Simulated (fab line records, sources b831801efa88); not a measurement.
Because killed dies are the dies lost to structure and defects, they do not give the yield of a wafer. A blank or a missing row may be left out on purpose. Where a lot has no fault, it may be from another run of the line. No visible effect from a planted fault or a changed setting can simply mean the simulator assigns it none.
A struck lot beside a sound one || flow gf180mcu || 19 out of 602 route steps
Sound: wafers L562.1, L562.3, L562.5. The struck wafers were L568.3, L568.4, L568.6. The cause is given at the end.
Each step with rows lists, per side, the tool, then ch with its chambers, then its first start. Under that, the readings that differ: sound wafers || struck wafers || difference of the means || sigmas: that difference in standard deviations of wafers without a fault.
alike: readings whose means differ by less than 2 such deviations, and words and numbers that are the same on both sides. not compared: withheld readings, readings that some wafer has no value for, bounds like >300 that may hide the same value, and numbers for which the record gives no deviation and whose values overlap.
A row with sigmas, a row that says differs or no value, or rows on one side alone: a step with any of these is where the two part. Numbers that have no deviation but don't overlap get no sigmas and don't part them. A reading that every wafer of one side lacks parts them only if that side has two wafers or more.

first, 4 steps without rows for these wafers: GF_MIM_SOFTBAKE_15 (time 60 s); GF_MIM_EXPOSE_16 (exposes mask FuseTop, target cd 2000 nm); GF_MIM_PEB_17; GF_MIM_DEVELOP_18 (develop time 60 s).
GF_MIM_METAL_ETCH_19: etches the open film in Cl2/BCl3, stops on Si3N4, target depth 324.5 nm, time 54.1 s.
  sound on rie_metal-01 ch 0,1, day 28 23:20; struck on rie_metal-04 ch 0, day 31 05:23
  alike: drypump_motor_current_A, oes_product_au, throttle_valve_pct
  not compared: rf_hours_counter_h
GF_MIM_STRIP_20: strips in O2/N2.
  sound on plasma_asher-02 ch 0, day 28 23:24; struck on plasma_asher-03 ch 0,1, day 31 05:31
{"reading": "strip_time_to_endpoint_s (s)", "sound": "11.19 11.17 11.17", "struck": "11.26 11.27 11.29", "difference": "+0.10", "sigmas": "+2"}
  alike: drypump_motor_current_A, heater_power_w, oes_product_au
  not compared: rf_hours_counter_h
then, 6 steps without rows for these wafers: GF_MIM_STRIP_21 (strips in post etch residue remover, time 1200 s); GF_MIM_CLEAN_22 (cleans in DIW); GF_M5_DEHYDRATE_00 (time 60 s); GF_M5_HMDS_01 (prime time 60 s); GF_M5_COAT_02 (resist thk 1000 nm); GF_M5_SOFTBAKE_03 (time 60 s).
GF_M5_EXPOSE_04: exposes mask Metal5, target cd 280 nm.
  sound on krf_scanner-01 ch 0, day 29 09:38; struck on krf_scanner-02 ch 0, day 31 14:53
{"reading": "model.M5.overlay_x_nm (nm)", "sound": "5.049 5.049 5.049", "struck": "25.02 25.02 25.02", "difference": "+19.97", "sigmas": ""}
  alike: mask
then, 2 steps without rows for these wafers: GF_M5_PEB_05 (peb time 90 s); GF_M5_DEVELOP_06 (develop time 60 s).
GF_M5_CD_MEAS_07 targets a cd of 280 nm.
  struck on cd_sem-01, day 32 00:01; sound on cd_sem-02, day 29 18:17
{"reading": "cd_nm (nm)", "sound": "280.8 281.0 281.4", "struck": "279.2 278.8 279.7", "difference": -1.8, "sigmas": -2}
GF_M5_OVL_MEAS_08:
  struck on overlay-01, day 32 00:19; sound on overlay-02, day 29 18:24
  alike: M5_OVL
  not compared: hold
GF_M5_ETCH_09: etches Si3N4 in CF4/O2, target depth 52 nm, time 11.6 s.
  sound on rie_diel-01 ch 1,3, day 29 18:26; struck on rie_diel-01 ch 1,3, day 32 04:04
{"reading": "hold", "sound": "- - -", "struck": "await_dispo/3.7h/release await_dispo/3.7h/release await_dispo/3.7h/release", "difference": "no value on the sound wafers", "sigmas": ""}
  alike: drypump_motor_current_A, oes_product_au, throttle_valve_pct
  not compared: rf_hours_counter_h
GF_PASSIVATION_PROBE_99:
  the record holds rows for the sound wafers here (prober-02, day 32 06:15) but none for the struck ones

## WHERE THEY PART
At GF_MIM_STRIP_20 first; at GF_PASSIVATION_PROBE_99 last (within this record only).

WHY: the cause the simulator had injected
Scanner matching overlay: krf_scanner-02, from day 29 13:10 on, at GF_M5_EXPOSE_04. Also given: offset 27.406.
